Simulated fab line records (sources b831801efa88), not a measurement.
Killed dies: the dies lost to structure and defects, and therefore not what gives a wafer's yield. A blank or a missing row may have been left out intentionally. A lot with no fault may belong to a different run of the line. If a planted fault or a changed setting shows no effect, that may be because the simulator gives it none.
Which tool was responsible? + flow sky130 + 7 lots (21 wafers sampled), 1 step of a 708-step route

## WHAT THE GAUGES SHOWED, per wafer
SKY_CAPM_THK_MEAS_01.
| lot  | measured     | on            | CAPM_CVD_00_THK (nm) |
|------|--------------|---------------|----------------------|
| L482 | day 37 11:56 | film_metro-02 | 15.22 15.43 15.88    |
| L484 | day 37 21:14 | film_metro-03 | 15.48 15.16 15.84    |
| L486 | day 38 09:49 | film_metro-02 | 15.16 15.01 15.29    |
| L496 | day 41 13:20 | film_metro-03 | 15.43 15.17 15.27    |
| L498 | day 41 23:55 | film_metro-01 | 15.40 15.39 15.80    |
| L500 | day 42 09:49 | film_metro-03 | 15.24 15.38 15.66    |
| L502 | day 42 20:23 | film_metro-02 | 15.13 15.59 15.44    |

## EACH LOT AND THE TOOL THAT RAN IT (in order: tool; ch and the chambers of the sampled wafers; start)
No process step before these readings appears in the record.

## THE ANSWER, worked out from the rows above alone
Rule: usual is defined by the lots themselves. The widest of any qualifying gaps counts: lots, ordered by their means at a reading, are off when they make up no more than a third of the lots, leave a main group of 4 or more, and stand apart from it by 3 or more times the standard deviation of that group's means. If all means in a main group match to the digits the tables above print for the reading, that group is not used. Also off: a lot with no number at a reading for which 4 or more lots have one. All remaining lots with rows at the step are treated as sound.
No lot is off on any of the readings shown, so nothing can be concluded from this.

## WHAT THE SIMULATOR HAD PUT IN
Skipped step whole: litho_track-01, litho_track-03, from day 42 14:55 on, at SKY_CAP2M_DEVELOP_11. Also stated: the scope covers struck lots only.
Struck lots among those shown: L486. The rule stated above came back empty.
